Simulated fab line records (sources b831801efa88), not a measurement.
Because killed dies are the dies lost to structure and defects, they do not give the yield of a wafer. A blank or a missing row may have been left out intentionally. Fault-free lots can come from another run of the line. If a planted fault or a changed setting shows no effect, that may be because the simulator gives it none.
Problem report, 8D (eight disciplines) form, completed by code + flow gf180mcu + the parts of the form that need people (team, actions taken, sign-off) are left out

## 1. THE ISSUE
PSD_TW at GF_PSD_TW_MEAS_11 reads a mean of 2125 on 9 wafers of 3 lots; wafers without a fault read 3205 with a standard deviation of 23. Measured from the usual mean, that is -47 standard deviations.
First observed at day 17 17:43: wafer L774.2, on film-metro-03. The record has a number at this step for 36 wafers belonging to 12 lots. By rule, "out" or "out of limits" means more than 4 standard deviations away from the usual mean. All remaining wafers that have a number are taken as sound.

## 2. WHAT IT IS, WHAT IT ISN'T
| question                    | is                           | is not                                                                                 |
|-----------------------------|------------------------------|----------------------------------------------------------------------------------------|
| which readings at this step | PSD_TW                       | -                                                                                      |
| which lots                  | L774, L775, L777             | L764, L765, L766, L767, L771, L783, L784, L786, L787                                   |
| which wafers of those lots  | all that have a number       | -                                                                                      |
| read on which gauges        | film-metro-03, film-metro-04 | film-metro-01                                                                          |
| when                        | from day 17 17:43            | up to then (15 sound wafers); but 12 sound wafers of L783, L784, L786, L787 came after |

## 3. WHAT RULES OUT EACH SUSPECT
Counting: a tool stays on the suspect list if, at a process step up to the reading, it processed all lots that are out and no sound lot following the first of them.
- ruled out: the gauge at GF_PSD_TW_MEAS_11. 2 gauges (film-metro-03, film-metro-04) read the wafers that are out.
- implanter-01 at GF_PSD_IMPLANT_09: ruled out as a lasting fault. Following L774 (day 17 17:28), the first lot on it that is out, the sound lots L783, L784, L787 were run on it.
Left after counting: nothing in the record.

## 4. THE CAUSE (what the simulator had put in)
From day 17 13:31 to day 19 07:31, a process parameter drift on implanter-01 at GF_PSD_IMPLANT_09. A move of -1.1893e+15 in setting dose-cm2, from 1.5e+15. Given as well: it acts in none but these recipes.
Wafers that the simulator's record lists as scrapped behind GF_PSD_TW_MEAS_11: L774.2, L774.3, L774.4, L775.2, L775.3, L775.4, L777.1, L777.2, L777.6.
Counting ruled it out, wrongly: the rule takes a fault to strike every lot that its tool runs from its start on, and this one did not.

## 5. SEQUENCE OF EFFECTS, ordered by route
Each row: a reading where the mean over the struck wafers with a number is more than 3 standard deviations away from the usual. Only readings for which the record gives a usual standard deviation are gone through. hours: the time from each lot's start at the first step in this table that gives one to its start at this step, as a median over the lots. sigmas: the change in usual standard deviations.
| hours | step              | reading                   | usual         | on struck wafers | change      | sigmas      |
|-------|-------------------|---------------------------|---------------|------------------|-------------|-------------|
| 0     | GF_PSD_IMPLANT_09 | dose-ions-cm2             | 1.5001e+15    | 3.1074e+14       | -1.1894e+15 | -99 or more |
| 0     | GF_PSD_IMPLANT_09 | end-station-pressure-torr | 1.17e-05 Torr | 6.22e-06         | -5.48e-06   | -9.6        |
| 0     | GF_PSD_IMPLANT_09 | faraday-current-uA        | 8260          | 1731             | -6529       | -44         |
| 0     | GF_PSD_STRIP_10   | oes-product-au            | 0.592 a.u.    | 0.707            | +0.115      | +26         |
| 0     | GF_PSD_STRIP_10   | strip-time-to-endpoint-s  | 16.54 s       | 12.66            | -3.88       | -99 or more |
| 0     | GF_PSD_TW_MEAS_11 | PSD_TW                    | 3205          | 2125             | -1080       | -47         |
Process steps it contains:
- GF_PSD_IMPLANT_09
- GF_PSD_STRIP_10: strips in O2/N2.

## 6. WHAT WOULD HAVE CAUGHT IT SOONER
Counted from the fault's start at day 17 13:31, it took 4 hours until the first out-of-limits reading at a measuring or inspecting step in this record, taken at day 17 17:43.
At GF_PSD_IMPLANT_09, the tool's own readings (dose-ions-cm2, end-station-pressure-torr, faraday-current-uA) were out on each struck wafer the step has a row for, so an alarm limit on them would have fired on the first such wafer.
